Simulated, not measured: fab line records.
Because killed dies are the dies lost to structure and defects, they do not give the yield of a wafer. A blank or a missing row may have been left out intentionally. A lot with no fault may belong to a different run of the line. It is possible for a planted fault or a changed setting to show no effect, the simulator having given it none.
Which tool did it?    flow sky130    Sampling: 24 lots, 72 wafers, 4 of 708 route steps

## WHAT THE GAUGES READ, wafer by wafer
SKY_METAL1_OVL_MEAS_16. Usual: for METAL1_OVL the level is 2 nm and the standard deviation is 5.7.
lot   measured      on          METAL1_OVL (nm)  flag
L074  day 32 13:43  overlay-01  7 4 -1           
L075  day 32 15:34  overlay-01  9 2 2            
L076  day 33 06:44  overlay-01  -3 5 -4          
L077  day 33 11:10  overlay-01  16 3 1           
L078  day 33 19:13  overlay-01  11 -3 6          
L079  day 34 02:20  overlay-02  -7 -8 -3         
L080  day 34 13:11  overlay-01  -8 0 -9          
L081  day 35 00:52  overlay-01  2 6 6            
L082  day 35 22:56  overlay-02  8 1 4            
L083  day 36 15:08  overlay-01  3 -1 6           
L084  day 36 16:17  overlay-01  6 -3 2           
L085  day 37 01:22  overlay-02  -7 -5 0          
L086  day 37 10:20  overlay-01  1 4 1            
L087  day 37 14:16  overlay-01  5 15 8           
L088  day 37 15:17  overlay-01  4 8 -8           
L089  day 37 21:20  overlay-01  2 2 -3           
L090  day 37 23:55  overlay-01  -9 -1 -5         
L092  day 38 04:53  overlay-02  12 6 -4          
L091  day 38 07:38  overlay-01  -4 1 4           
L093  day 39 06:22  overlay-01  5 -1 2           
L094  day 39 12:13  overlay-02  8 6 9            
L095  day 39 14:20  overlay-02  3 -1 -9          
L096  day 39 14:50  overlay-01  5 2 9            
L097  day 39 19:04  overlay-01  -2 -2 5          

SKY_CAP2M_RS_MEAS_03: the measuring method here is four-point-probe. Usual: for CAP2M_TIN_RS the level is 6.91 ohm/sq and the standard deviation is 0.081.
lot   measured      on             CAP2M_TIN_RS (ohm/sq)  flag
L074  day 39 10:43  film metro-03  6.97 7.01 6.99         
L075  day 39 13:01  film metro-04  6.91 6.95 6.94         
L076  day 40 02:50  film metro-03  7.14 7.00 7.12         
L077  day 40 07:30  film metro-04  6.87 6.73 6.73         
L078  day 40 13:26  film metro-03  6.84 6.95 6.85         
L079  day 40 21:41  film metro-01  6.95 6.94 6.95         
L080  day 41 06:48  film metro-01  6.91 6.86 7.06         
L081  day 41 18:50  film metro-03  6.92 6.94 6.91         
L082  day 42 14:40  film metro-01  6.77 6.84 6.97         
L083  day 43 03:44  film metro-01  6.77 6.74 6.84         
L084  day 43 05:57  film metro-03  6.89 6.94 7.05         
L085  day 43 13:33  film metro-04  6.93 6.83 6.95         
L086  day 43 21:28  film metro-03  6.88 6.84 6.92         
L087  day 44 01:50  film metro-04  6.89 6.95 6.92         
L088  day 44 02:48  film metro-03  6.87 6.85 6.76         
L089  day 44 07:23  film metro-03  6.89 6.93 7.02         
L090  day 44 09:58  film metro-03  7.04 7.06 6.92         
L092  day 44 14:56  film metro-04  6.94 6.90 6.97         
L091  day 44 18:11  film metro-01  6.90 6.96 6.98         
L093  day 45 11:22  film metro-03  6.79 6.80 6.74         
L094  day 45 16:41  film metro-03  6.87 6.90 7.04         
L095  day 45 18:16  film metro-03  6.94 6.87 6.89         
L096  day 45 18:29  film metro-01  6.85 6.96 6.95         
L097  day 45 23:40  film metro-03  6.80 6.94 6.97         

## WHAT TOOL EACH LOT RAN ON (gives the tool, then ch and the chambers of the sampled wafers, and finally the start)
lot   SKY_SD_P_STRIP_10                     SKY_METAL4_SPUTTER_00
L074  plasma asher-03 ch 0,1, day 25 05:43  pvd sputter-01, day 39 10:22
L075  plasma asher-02 ch 0,1, day 25 07:43  pvd sputter-01, day 39 12:40
L076  plasma asher-02 ch 0,1, day 26 01:55  pvd sputter-01, day 40 02:28
L077  plasma asher-04 ch 1, day 26 04:25    pvd sputter-03, day 40 07:09
L078  plasma asher-03 ch 0,1, day 26 13:20  pvd sputter-01, day 40 13:05
L079  plasma asher-02 ch 0,1, day 26 22:40  pvd sputter-02, day 40 21:20
L080  plasma asher-04 ch 0,1, day 27 09:40  pvd sputter-03, day 41 06:26
L081  plasma asher-02 ch 0,1, day 27 22:20  pvd sputter-02, day 41 18:28
L082  plasma asher-04 ch 0,1, day 28 22:25  pvd sputter-03, day 42 14:17
L083  plasma asher-02 ch 0,1, day 29 16:54  pvd sputter-01, day 43 03:20
L084  plasma asher-02 ch 0,1, day 29 17:46  pvd sputter-01, day 43 05:35
L085  plasma asher-02 ch 0,1, day 30 02:32  pvd sputter-02, day 43 13:11
L086  plasma asher-04 ch 0,1, day 30 15:08  pvd sputter-02, day 43 21:05
L087  plasma asher-03 ch 0, day 30 18:24    pvd sputter-02, day 44 01:30
L088  plasma asher-02 ch 0,1, day 30 18:44  pvd sputter-02, day 44 02:24
L089  plasma asher-02 ch 0,1, day 30 23:47  pvd sputter-01, day 44 07:02
L090  plasma asher-03 ch 0,1, day 31 03:43  pvd sputter-02, day 44 09:35
L092  plasma asher-02 ch 0,1, day 31 08:45  pvd sputter-02, day 44 14:32
L091  plasma asher-03 ch 0,1, day 31 12:40  pvd sputter-01, day 44 17:51
L093  plasma asher-03 ch 0,1, day 32 12:44  pvd sputter-02, day 45 11:01
L094  plasma asher-03 ch 0,1, day 32 18:59  pvd sputter-01, day 45 16:20
L095  plasma asher-02 ch 0,1, day 32 19:57  pvd sputter-01, day 45 17:55
L096  plasma asher-04 ch 0,1, day 32 23:13  pvd sputter-02, day 45 18:09
L097  plasma asher-02 ch 0,1, day 33 02:05  pvd sputter-03, day 45 23:19
- SKY_SD_P_STRIP_10: strips in O2/N2.
- SKY_METAL4_SPUTTER_00: material Ti, target thk 15 nm, time 10 s.

## AS READ BY THE TOOLS THEMSELVES (means over the sampled wafers that have a number; for cases with no such wafer, the mark the record gives instead)
SKY_SD_P_STRIP_10. Usual: drypump motor current A 5.6 A, standard deviation 0.52; oes product au 0.617 a.u., standard deviation 0.0046; strip time to endpoint s 17.49 s, standard deviation 0.041.
lot   tool             drypump motor current A (A)  oes product au (a.u.)  strip time to endpoint s (s)  flag
L074  plasma asher-03  6.0                          0.615                  17.52                         
L075  plasma asher-02  5.0                          0.614                  17.50                         
L076  plasma asher-02  5.4                          0.616                  17.48                         
L077  plasma asher-04  5.7                          0.618                  17.48                         
L078  plasma asher-03  6.0                          0.623                  17.47                         
L079  plasma asher-02  5.4                          0.617                  17.49                         
L080  plasma asher-04  5.8                          0.615                  17.49                         
L081  plasma asher-02  5.4                          0.613                  17.45                         
L082  plasma asher-04  5.8                          0.615                  17.57                         
L083  plasma asher-02  5.4                          0.617                  17.48                         
L084  plasma asher-02  5.0                          0.620                  17.51                         
L085  plasma asher-02  5.0                          0.612                  17.50                         
L086  plasma asher-04  5.8                          0.617                  17.43                         
L087  plasma asher-03  6.2                          0.616                  17.55                         
L088  plasma asher-02  5.4                          0.619                  17.48                         
L089  plasma asher-02  5.0                          0.614                  17.43                         
L090  plasma asher-03  6.1                          0.618                  17.53                         
L092  plasma asher-02  5.4                          0.616                  17.54                         
L091  plasma asher-03  6.0                          0.618                  17.46                         
L093  plasma asher-03  6.1                          0.618                  17.45                         
L094  plasma asher-03  6.0                          0.616                  17.47                         
L095  plasma asher-02  5.0                          0.620                  17.52                         
L096  plasma asher-04  5.9                          0.621                  17.48                         
L097  plasma asher-02  5.4                          0.616                  17.47                         

SKY_METAL4_SPUTTER_00. Usual: cathode dc power W 3000.0 W, standard deviation 0.59; chamber pressure pa 0.4000 Pa, standard deviation 0.00092; throttle valve pct 29.4 %, standard deviation 0.8.
lot   tool            cathode dc power W (W)  chamber pressure pa (Pa)  throttle valve pct (%)  flag
L074  pvd sputter-01  3000.3                  0.3991                    29.3                    
L075  pvd sputter-01  3000.7                  0.3996                    30.2                    
L076  pvd sputter-01  2999.4                  0.4011                    30.2                    
L077  pvd sputter-03  2999.6                  0.3995                    29.6                    
L078  pvd sputter-01  2999.5                  0.3992                    29.5                    
L079  pvd sputter-02  2999.1                  0.4003                    28.6                    
L080  pvd sputter-03  2999.9                  0.3998                    29.5                    
L081  pvd sputter-02  2999.6                  0.4008                    29.8                    
L082  pvd sputter-03  3000.2                  0.4001                    29.8                    
L083  pvd sputter-01  2999.7                  0.3995                    29.8                    
L084  pvd sputter-01  3000.2                  0.4006                    29.7                    
L085  pvd sputter-02  3000.0                  0.4006                    29.4                    
L086  pvd sputter-02  3000.3                  0.3994                    28.8                    
L087  pvd sputter-02  3000.2                  0.3997                    28.8                    
L088  pvd sputter-02  2999.7                  0.3991                    28.5                    
L089  pvd sputter-01  3000.5                  0.4004                    29.0                    
L090  pvd sputter-02  3000.3                  0.4003                    29.0                    
L092  pvd sputter-02  3000.1                  0.3999                    29.0                    
L091  pvd sputter-01  2999.6                  0.4008                    29.0                    
L093  pvd sputter-02  2999.9                  0.3996                    29.0                    
L094  pvd sputter-01  3000.0                  0.4002                    29.0                    
L095  pvd sputter-01  2999.7                  0.4000                    29.7                    
L096  pvd sputter-02  2999.8                  0.3995                    28.4                    
L097  pvd sputter-03  2999.7                  0.3991                    29.5                    

## THE ANSWER, worked out from the rows above alone
Rule: lot off if the mean of its wafers having a number is beyond 3 standard deviations from the usual mean. Also off: a lot with no number at a reading for which 4 or more lots have one. All remaining lots with rows at the step are treated as sound. First the gauges in route order, then the tools' own readings, where a lot's mean is used as printed above. The first step at which some lot is off is used, and at that step the reading that is off furthest; a lot without a number counts as furthest.
No lot is off on any of the readings shown, so nothing can be concluded from this.

## WHAT THE SIMULATOR HAD INSERTED
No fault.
